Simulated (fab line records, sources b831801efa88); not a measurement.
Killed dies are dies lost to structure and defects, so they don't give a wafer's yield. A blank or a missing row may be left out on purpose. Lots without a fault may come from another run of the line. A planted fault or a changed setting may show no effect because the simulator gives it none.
fab line records | flow sky130
record lots=13 wafers=38 last_day=50
route steps=708 shown CAPM@541 VIA3@594 VIA4@660 PASSIVATION@693 PAD_OPEN@708
lots that met no fault: from a run of the same line without faults
start_h: hours from the record's first day to the start of the lot's first wafer shown | wait_h: hours since the lot's step before | " the same as in the row above | L1.1+2: a row that stands for several wafers | - no value, or no start given | * or withheld: withheld | < > ~ a bound
route shown NAME@n: a module of which the file shows steps, and the number in the route of the first | usual: mean/standard deviation of fault-free wafers | same: alike in all rows | chamber/n: place in a boat | sites: the reading at each site | _std_site: their standard deviation | _edge_site: outer sites' mean less inner sites' | radius_mm: how far each site lies from the wafer's centre | mask NAME#n: copy n | behind: the tool/chamber that last shaped the wafer | hold: why the lot was held/for how many hours/how that ended | device: the transistor (n, p or np) that didn't switch | end of line: the same wafers' tests at the end of the route | a step without rows: its recipe alone | killed: dies lost to structure and defects at the first sort, not the wafer's yield | map: a wafer's dies, x killed, . not, _ none there
set.NAME: the setting as run; set.NAME@STEP: as run at that earlier step | model.NAME: the simulator's own value behind a step, which no gauge read
steps of the route over a sample of lots; a table a step, a row a wafer
services: from which hour (start_h, from the record's first day; less than 0 if before it) a tool's chamber was out of use, for how many hours, and why
## steps
# step SKY_CAPM_THK_MEAS_04
# recipe thk_meas_gauge=xrf reads=TiN_of_CAPM_SPUTTER_02
# usual CAPM_TIN_THK=197.1/2.4
# columns lot.wafer tool chamber start_h wait_h CAPM_TIN_THK[nm]
L968.2 film_metro-02 - 853.25 0.1 196.7
L968.4 " - " " 195.6
L968.5 " - " " 194.4
L969.1 film_metro-01 - 859.36 0.1 198.9
L969.2 " - " " 200.1
L969.6 " - " " 199.5
L970.1 film_metro-01 - 867.82 0.1 198.2
L970.3 " - " " 195.0
L970.5 " - " " 200.3
L971.1 film_metro-02 - 870.27 0.1 196.0
L971.4 " - " " 196.4
L971.6 " - " " 198.0
L972.2 film_metro-04 - 883.84 0.1 193.9
L972.3 " - " " 197.8
L972.4 " - " " 196.4
L973.1 film_metro-01 - 896.83 0.1 198.0
L973.3 " - " " 197.2
L973.5 " - " " 197.6
L975.1 film_metro-02 - 917.56 0.1 194.2
L975.4 " - " " 195.1
L975.6 " - " " 194.2
L976.1 film_metro-04 - 922.71 0.1 196.9
L976.2 " - " " 195.5
L976.5 " - " " 196.4
L978.2 film_metro-04 - 934.52 0.1 196.7
L978.4 " - " " 196.5
L978.6 " - " " 197.9
L982.1 film_metro-04 - 950.82 0.1 201.4
L982.3 " - " " 200.1
L982.4 " - " " 197.7
L984.2 film_metro-04 - 972.71 0.1 192.5
L984.4 " - " " 196.7
L984.6 " - " " 197.4
L985.3 film_metro-04 - 976.98 0.1 193.3
L985.6 " - " " 192.2
L989.1 film_metro-01 - 1015.50 0.1 194.3
L989.4 " - " " 195.3
L989.6 " - " " 194.8
# step SKY_VIA3_CVD_21
# recipe material=W target_thk_nm=390 time_s=117.31 temp_c=400 pressure_torr=40
# usual heater_power_w=831/75
# columns lot.wafer tool chamber start_h wait_h heater_power_w
L968.2 cvd_w-02 0 933.12 0.0 902
L968.4 " 0 " " 906
L968.5 " 0 " " 873
L969.1 cvd_w-02 0 938.37 0.0 880
L969.2 " 1 " " 788
L969.6 " 1 " " 794
L970.1 cvd_w-01 0 946.56 0.0 706
L970.3 " 0 " " 724
L970.5 " 0 " " 724
L971.1 cvd_w-01 0 947.82 0.0 718
L971.4 " 0 " " 714
L971.6 " 1 " " 906
L972.2 cvd_w-01 0 961.36 0.0 720
L972.3 " 1 " " 891
L972.4 " 0 " " 729
L973.1 cvd_w-02 0 974.49 0.0 920
L973.3 " 0 " " 890
L973.5 " 0 " " 904
L975.1 cvd_w-02 1 993.58 0.0 802
L975.4 " 0 " " 898
L975.6 " 1 " " 784
L976.1 cvd_w-01 1 998.61 0.0 918
L976.2 " 0 " " 717
L976.5 " 1 " " 894
L978.2 cvd_w-02 0 1008.63 0.0 886
L978.4 " 0 " " 901
L978.6 " 1 " " 807
L982.1 cvd_w-01 1 1024.50 0.0 898
L982.3 " 1 " " 886
L982.4 " 0 " " 715
L984.2 cvd_w-02 1 1045.08 0.0 818
L984.4 " 0 " " 913
L984.6 " 1 " " 830
L985.3 cvd_w-01 1 1049.49 0.1 891
L985.6 " 1 " " 889
L989.1 cvd_w-01 0 1083.38 0.0 712
L989.4 " 1 " " 884
L989.6 " 1 " " 877
# step SKY_VIA4_CMP_21
# recipe stop_on=SiO2 t_overpolish_s=25 down_force_psi=3.5 platen_rpm=60 target_thk_nm=0 pad_velocity_m_s=0.94248
# usual motor_current_A=10.1/0.86 overpolish_run_s=25.000/0.0089 platen_rpm=60.01/0.042 time_to_endpoint_s=125/5.1
# columns lot.wafer tool chamber start_h wait_h motor_current_A overpolish_run_s platen_rpm time_to_endpoint_s
L968.2 cmp-02 0 1006.65 0.1 8.9 25.001 60.06 128
L968.4 " 2 " " 10.5 25.012 60.02 124
L968.5 " 0 " " 8.9 24.997 60.04 131
L969.2 cmp-01 3 1013.35 0.0 10.6 24.997 60.04 124
L969.1 " 1 " " 10.5 24.996 60.03 126
L969.6 " 3 " " 10.3 25.015 60.02 122
L970.3 cmp-02 0 1021.30 0.0 9.4 25.000 60.01 130
L970.1 " 3 " " 10.0 24.999 59.97 126
L970.5 " 0 " " 8.6 25.009 60.11 132
L971.4 cmp-02 3 1024.33 0.2 10.9 25.004 60.01 125
L971.1 " 1 " " 11.1 24.996 60.01 131
L971.6 " 3 " " 10.1 24.996 59.97 124
L972.4 cmp-02 1 1033.55 0.0 11.9 25.001 60.02 132
L972.2 " 2 " " 10.4 25.011 60.00 126
L972.3 " 3 " " 10.5 25.002 60.01 126
L973.1 cmp-02 1 1048.28 0.1 11.6 0.034 59.96 188
L973.3 " 2 " " 10.1 0.033 60.05 189
L973.5 " 3 " " 10.0 0.041 60.03 190
L975.4 cmp-02 2 1065.04 0.1 10.2 0.042 60.05 190
L975.1 " 3 " " 10.2 0.038 60.02 189
L975.6 " 0 " " 8.1 0.034 60.01 190
L976.2 cmp-02 0 1071.67 0.1 9.2 0.043 59.95 191
L976.1 " 2 " " 10.1 0.036 60.05 192
L976.5 " 0 " " 8.7 0.045 59.93 192
L978.2 cmp-01 1 1078.41 0.2 10.5 25.002 60.01 132
L978.4 " 2 " " 9.7 25.012 60.03 120
L978.6 " 0 " " 9.4 24.997 60.00 118
L982.4 cmp-01 2 1094.50 0.3 10.0 24.988 60.05 120
L982.1 " 0 " " 9.5 25.009 60.01 116
L982.3 " 1 " " 10.5 25.013 60.05 131
L984.2 cmp-01 1 1112.19 0.0 10.4 24.992 59.94 127
L984.4 " 3 " " 10.3 25.001 59.97 121
L984.6 " 2 " " 10.5 25.013 59.98 119
L985.3 cmp-01 2 1116.58 0.1 9.7 24.996 60.01 127
L985.6 " 1 " " 10.2 24.997 60.05 136
L989.4 cmp-01 2 1145.67 0.1 9.7 25.004 60.03 118
L989.1 " 0 " " 9.1 24.996 60.07 117
L989.6 " 2 " " 10.0 25.003 60.06 122
# step SKY_PASSIVATION_STRIP_12
# recipe chemistry=O2/N2 power_w=1400 pressure_mtorr=1500 platen_temp_c=withheld overash_fraction=0.7 o2_flow_sccm=3000 n2_flow_sccm=300
# usual drypump_motor_current_A=5.86/0.27 oes_product_au=0.661/0.0049 strip_time_to_endpoint_s=31.55/0.17
# columns lot.wafer tool chamber start_h wait_h drypump_motor_current_A oes_product_au rf_hours_counter_h strip_time_to_endpoint_s
L968.2 plasma_asher-02 0 1053.97 0.1 5.73 0.662 62 31.62
L968.4 " 1 " " 6.29 0.660 - 31.52
L968.5 " 1 " " 6.28 0.668 - 31.74
L969.1 plasma_asher-02 0 1060.17 0.1 5.76 0.669 62 31.57
L969.2 " 1 " " 6.26 0.660 62 31.63
L969.6 " 1 " " 6.26 0.665 - 31.80
L970.1 plasma_asher-01 1 1067.12 0.1 5.68 0.670 29 31.61
L970.3 " 0 " " 5.94 0.661 - 31.85
L970.5 " 0 " " 5.92 0.659 - 31.43
L971.1 plasma_asher-03 1 1070.42 0.1 5.53 0.658 1 31.64
L971.4 " 1 " " 5.53 0.655 - 31.46
L971.6 " 0 " " 5.50 0.654 - 31.17
L972.2 plasma_asher-01 1 1077.97 0.1 5.67 0.669 31 31.50
L972.3 " 0 " " 5.95 0.663 - 31.39
L972.4 " 1 " " 5.68 0.663 - 31.46
L978.2 plasma_asher-02 1 1120.46 0.1 6.25 0.656 69 31.54
L978.4 " 1 " " 6.25 0.655 - 31.52
L978.6 " 1 " " 6.25 0.667 - 31.49
L982.1 plasma_asher-01 0 1136.47 0.1 5.94 0.653 37 31.38
L982.3 " 1 " " 5.68 0.657 - 31.58
L982.4 " 0 " " 5.92 0.658 - 31.41
L984.2 plasma_asher-02 1 1152.02 0.1 6.25 0.665 71 31.66
L984.4 " 0 " " 5.72 0.663 - 31.54
L984.6 " 0 " " 5.72 0.658 - 31.73
L985.3 plasma_asher-02 1 1156.15 0.1 6.27 0.656 - 31.35
L985.6 " 0 " " 5.72 0.662 - 31.38
L989.1 plasma_asher-02 0 1181.92 0.1 5.71 0.656 75 31.56
L989.4 " 1 " " 6.26 0.660 - 31.69
L989.6 " 1 " " 6.27 0.660 - 31.49
# step SKY_PAD_OPEN_PROBE_99
# usual killed_at_M0_to_M3=43/6.3 killed_at_M4_up=3.0/1.6 killed_at_contacts=25/5 killed_at_front_end=15/4.4 killed_at_other=0.3/0.8 killed_dies=85/8.7 killed_on_rim=17/3.7 killed_open=47/6.9 killed_short=38/6.3
# same gross_dies=492 killed_at_back_side=0
# columns lot.wafer tool chamber start_h wait_h killed_at_M0_to_M3 killed_at_M4_up killed_at_contacts killed_at_front_end killed_at_other killed_dies killed_on_rim killed_open killed_short
L971.1 prober-02 - 1093.67 0.1 51 4 21 15 1 92 21 52 40
L971.4 prober-02 - 1093.82 0.2 44 1 27 14 0 86 23 50 36
L971.6 prober-02 - 1093.92 0.2 28 1 24 19 0 72 8 45 27
L973.1 prober-02 - 1113.78 0.1 51 397 31 12 1 492 96 62 35
L973.3 prober-02 - 1113.88 0.2 38 410 27 16 1 492 96 49 37
L973.5 prober-02 - 1113.98 0.2 41 409 34 8 0 492 96 46 40
L975.1 prober-01 - 1129.24 0.1 70 374 30 17 1 492 96 34 44
L975.4 prober-01 - 1129.39 0.2 76 379 23 13 1 492 96 47 28
L975.6 prober-01 - 1129.49 0.2 85 363 27 17 0 492 96 54 35
L976.1 prober-02 - 1135.88 0.1 43 405 26 18 0 492 96 43 45
L976.2 prober-02 - 1135.93 0.1 56 397 22 16 1 492 96 45 51
L976.5 prober-02 - 1136.08 0.2 43 412 21 16 0 492 96 50 35
L978.2 prober-02 - 1142.86 0.1 37 7 36 16 1 97 14 58 39
L978.4 prober-02 - 1142.96 0.2 35 2 24 22 3 86 19 55 29
L978.6 prober-02 - 1143.06 0.2 45 1 30 10 1 87 16 49 38
L984.2 prober-01 - 1171.86 0.1 37 4 29 9 0 79 17 51 28
L984.4 prober-01 - 1171.96 0.2 48 1 22 8 0 79 12 48 31
L984.6 prober-01 - 1172.06 0.2 43 2 33 16 0 94 17 54 40
L985.3 prober-01 - 1175.88 0.2 35 2 23 14 0 74 12 42 32
L985.6 prober-01 - 1176.03 0.2 46 4 17 8 0 75 18 51 24
L989.1 prober-01 - 1199.55 0.1 40 3 22 11 1 77 21 40 37
L989.4 prober-01 - 1199.70 0.2 41 4 25 10 0 80 22 51 29
L989.6 prober-01 - 1199.80 0.2 49 4 16 14 0 83 17 45 38
# killed by level:class
L971.1 VIA1:geometric_particle:open=18 CONTACT:geometric_particle:open=8 FIELD_ISO:geometric_particle:open=7 CONTACT:geometric_particle:short=6 METAL1:geometric_particle:short=6 LI_CONTACT:geometric_particle:open=5 METAL2:geometric_particle:short=5 VIA2:geometric_particle:open=5
L971.4 LI_CONTACT:geometric_particle:open=10 VIA2:geometric_particle:open=9 CONTACT:geometric_particle:open=7 METAL2:geometric_particle:short=7 VIA3:geometric_particle:open=6 VIA1:geometric_particle:open=6 FIELD_ISO:geometric_particle:short=5 LI_CONTACT:geometric_particle:short=5
L971.6 CONTACT:geometric_particle:open=7 VIA1:geometric_particle:open=7 LI_CONTACT:geometric_particle:open=6 VIA3:geometric_particle:open=6 FIELD_ISO:geometric_particle:open=5 FIELD_ISO:geometric_particle:short=5 POLY_GATE:geometric_particle:open=4 METAL2:geometric_particle:short=4
L973.1 VIA4:area_cmp=395 CONTACT:geometric_particle:open=15 VIA1:geometric_particle:open=13 LI_CONTACT:geometric_particle:open=9 METAL2:geometric_particle:short=7 VIA2:geometric_particle:open=6 METAL1:geometric_particle:open=5 METAL1:geometric_particle:short=5
L973.3 VIA4:area_cmp=406 VIA1:geometric_particle:open=11 CONTACT:geometric_particle:open=9 VIA3:geometric_particle:open=8 LI_CONTACT:geometric_particle:open=6 FIELD_ISO:geometric_particle:short=5 VIA2:geometric_particle:open=5 LOCAL_INTERCONNECT:geometric_particle:short=5
L973.5 VIA4:area_cmp=406 CONTACT:geometric_particle:open=13 VIA1:geometric_particle:open=11 VIA1:geometric_particle:short=7 METAL1:geometric_particle:short=7 VIA3:geometric_particle:open=7 LI_CONTACT:geometric_particle:short=6 CONTACT:geometric_particle:short=6
L975.1 VIA4:area_cmp=374 VIA3:unspecified=40 LI_CONTACT:geometric_particle:open=7 LOCAL_INTERCONNECT:geometric_particle:short=7 CONTACT:geometric_particle:open=7 FIELD_ISO:geometric_particle:short=6 VIA1:geometric_particle:short=6 LI_CONTACT:geometric_particle:short=5
L975.4 VIA4:area_cmp=376 VIA3:unspecified=41 VIA1:geometric_particle:open=14 LI_CONTACT:geometric_particle:open=9 CONTACT:geometric_particle:short=6 FIELD_ISO:geometric_particle:open=5 VIA3:geometric_particle:open=5 CONTACT:geometric_particle:open=5
L975.6 VIA4:area_cmp=362 VIA3:unspecified=41 CONTACT:geometric_particle:open=11 VIA2:geometric_particle:open=8 VIA1:geometric_particle:open=7 VIA3:geometric_particle:open=7 METAL1:geometric_particle:short=7 FIELD_ISO:geometric_particle:open=6
L976.1 VIA4:area_cmp=404 CONTACT:geometric_particle:open=12 VIA1:geometric_particle:open=10 VIA3:geometric_particle:open=7 METAL2:geometric_particle:short=7 FIELD_ISO:geometric_particle:open=5 LOCAL_INTERCONNECT:geometric_particle:short=5 METAL1:geometric_particle:short=5
L976.2 VIA4:area_cmp=396 VIA1:geometric_particle:open=12 VIA1:geometric_particle:short=9 CONTACT:geometric_particle:short=8 METAL1:geometric_particle:short=8 POLY_GATE:geometric_particle:short=7 VIA3:geometric_particle:open=7 CONTACT:geometric_particle:open=7
L976.5 VIA4:area_cmp=407 VIA3:geometric_particle:open=8 VIA1:geometric_particle:open=7 POLY_GATE:geometric_particle:open=6 CONTACT:geometric_particle:open=6 VIA1:geometric_particle:short=5 LI_CONTACT:geometric_particle:open=5 VIA2:geometric_particle:open=5
L978.2 CONTACT:geometric_particle:open=14 LI_CONTACT:geometric_particle:open=11 VIA3:geometric_particle:open=7 VIA2:geometric_particle:open=6 METAL3:geometric_particle:short=5 LOCAL_INTERCONNECT:geometric_particle:short=4 VIA1:geometric_particle:open=4 METAL1:geometric_particle:short=4
L978.4 VIA3:geometric_particle:open=10 VIA1:geometric_particle:open=9 POLY_GATE:geometric_particle:open=7 LOCAL_INTERCONNECT:geometric_particle:short=7 CONTACT:geometric_particle:open=6 LI_CONTACT:geometric_particle:open=6 FIELD_ISO:geometric_particle:open=5 POLY_GATE:geometric_particle:short=5
L978.6 CONTACT:geometric_particle:open=9 CONTACT:geometric_particle:short=8 VIA2:geometric_particle:open=8 LI_CONTACT:geometric_particle:open=7 VIA1:geometric_particle:open=7 VIA3:geometric_particle:short=7 VIA3:geometric_particle:open=6 POLY_GATE:geometric_particle:open=5
L984.2 CONTACT:geometric_particle:open=12 LI_CONTACT:geometric_particle:open=9 VIA1:geometric_particle:open=7 METAL2:geometric_particle:short=5 VIA2:geometric_particle:open=5 VIA3:geometric_particle:open=4 LOCAL_INTERCONNECT:geometric_particle:short=3 CONTACT:geometric_particle:short=3
L984.4 VIA1:geometric_particle:open=13 VIA2:geometric_particle:open=9 LI_CONTACT:geometric_particle:short=6 LI_CONTACT:geometric_particle:open=5 CONTACT:geometric_particle:short=5 VIA3:geometric_particle:open=5 FIELD_ISO:geometric_particle:open=4 VIA1:geometric_particle:short=4
L984.6 CONTACT:geometric_particle:open=15 VIA1:geometric_particle:open=9 METAL2:geometric_particle:short=6 POLY_GATE:geometric_particle:open=5 LI_CONTACT:geometric_particle:open=5 VIA2:geometric_particle:open=5 VIA3:geometric_particle:short=5 FIELD_ISO:geometric_particle:open=4
L985.3 CONTACT:geometric_particle:open=9 LI_CONTACT:geometric_particle:open=6 LOCAL_INTERCONNECT:geometric_particle:short=6 VIA2:geometric_particle:open=6 VIA3:geometric_particle:open=6 FIELD_ISO:geometric_particle:short=4 METAL1:geometric_particle:short=4 VIA1:geometric_particle:open=4
L985.6 VIA1:geometric_particle:open=13 VIA3:geometric_particle:open=11 METAL1:geometric_particle:short=6 CONTACT:geometric_particle:open=5 VIA2:geometric_particle:open=4 FIELD_ISO:geometric_particle:open=3 POLY_GATE:geometric_particle:short=3 LI_CONTACT:geometric_particle:open=3
L989.1 CONTACT:geometric_particle:open=12 METAL2:geometric_particle:short=8 VIA3:geometric_particle:open=7 VIA3:geometric_particle:short=6 LI_CONTACT:geometric_particle:open=5 METAL3:geometric_particle:short=5 CONTACT:geometric_particle:short=4 VIA1:geometric_particle:short=4
L989.4 CONTACT:geometric_particle:open=10 LI_CONTACT:geometric_particle:open=9 VIA1:geometric_particle:open=7 METAL1:geometric_particle:short=6 VIA2:geometric_particle:open=5 VIA3:geometric_particle:open=5 METAL2:geometric_particle:open=4 VIA3:geometric_particle:short=4
L989.6 VIA1:geometric_particle:open=10 VIA2:geometric_particle:open=9 VIA3:geometric_particle:open=7 CONTACT:geometric_particle:open=6 METAL2:geometric_particle:short=6 FIELD_ISO:geometric_particle:short=5 LI_CONTACT:geometric_particle:short=4 VIA3:geometric_particle:short=4
## services
# columns tool chamber start_h hours kind
cmp-01 - 912.79 4.0 pm
cmp-02 - 913.47 5.6 repair
cvd_w-02 - 918.00 2.8 pm
cmp-01 - 928.88 8.1 pm
cvd_w-02 0 945.88 14.0 repair
cmp-02 - 951.15 3.5 pm
cmp-02 - 957.42 3.9 repair
cvd_w-01 - 966.35 0.6 repair
cvd_w-02 0 967.15 2.7 repair
cmp-02 - 983.37 6.4 pm
cvd_w-02 1 999.23 5.0 repair
cmp-02 - 1005.42 0.3 repair
plasma_asher-02 - 1033.62 1.5 repair
cmp-01 - 1052.46 0.7 repair
cvd_w-01 - 1054.02 1.3 repair
cmp-01 - 1059.06 1.4 repair
cmp-01 - 1059.37 2.1 repair
cvd_w-01 0 1062.37 4.0 repair
cmp-02 - 1076.81 7.2 repair
cmp-02 - 1084.48 4.0 pm
plasma_asher-02 - 1133.86 3.2 repair
cmp-01 - 1159.44 11.5 pm
cvd_w-01 - 1164.68 6.0 pm
cmp-01 - 1172.19 2.1 repair
## key
first_sign step=SKY_VIA4_CMP_21 reading=overpolish_run_s direction=down sigmas=99+ usual=25.000 struck=0.038
effect step=SKY_VIA4_CMP_21 reading=time_to_endpoint_s direction=up sigmas=13 usual=* struck=*
effect step=SKY_PAD_OPEN_PROBE_99 reading=killed_at_M4_up direction=up sigmas=99+ usual=3.0 struck=394
more_kills_born_at SKY_VIA4_CMP_21@cmp-02=3526
met_at SKY_VIA4_CMP_21
struck_lots L973,L975,L976
later_rows_left_out L973.1,L973.3,L973.5,L975.1,L975.4,L975.6,L976.1,L976.2,L976.5
tester_left_out L976
not_acting_at SKY_CAPM_THK_MEAS_04,SKY_VIA3_CVD_21,SKY_PASSIVATION_STRIP_12
onset_between 1033.55 1048.28
earlier_fault kind=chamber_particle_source tool=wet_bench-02 chamber=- onset_h=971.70 steps=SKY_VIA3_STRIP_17 rate_per_visit_cm2=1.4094
earlier_fault kind=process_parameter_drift tool=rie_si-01 chamber=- onset_h=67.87 steps=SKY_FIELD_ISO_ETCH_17 channel=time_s offset=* shape=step end_h=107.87 acts_in=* stated=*
fault kind=process_parameter_drift tool=cmp-02 chamber=- onset_h=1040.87 steps=SKY_VIA4_CMP_21 channel=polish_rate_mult offset=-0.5 shape=step
# tester_left_out: of these lots the tester's yield and bins aren't shown, on N5 and GAA mostly nor the transistor test; their killed dies are dies lost to structure and defects alone, not to doping, threshold or leakage, so they don't give the yield
# later_rows_left_out: the simulator's readings of these wafers behind a module that went badly wrong aren't trusted and aren't shown, but for the sort
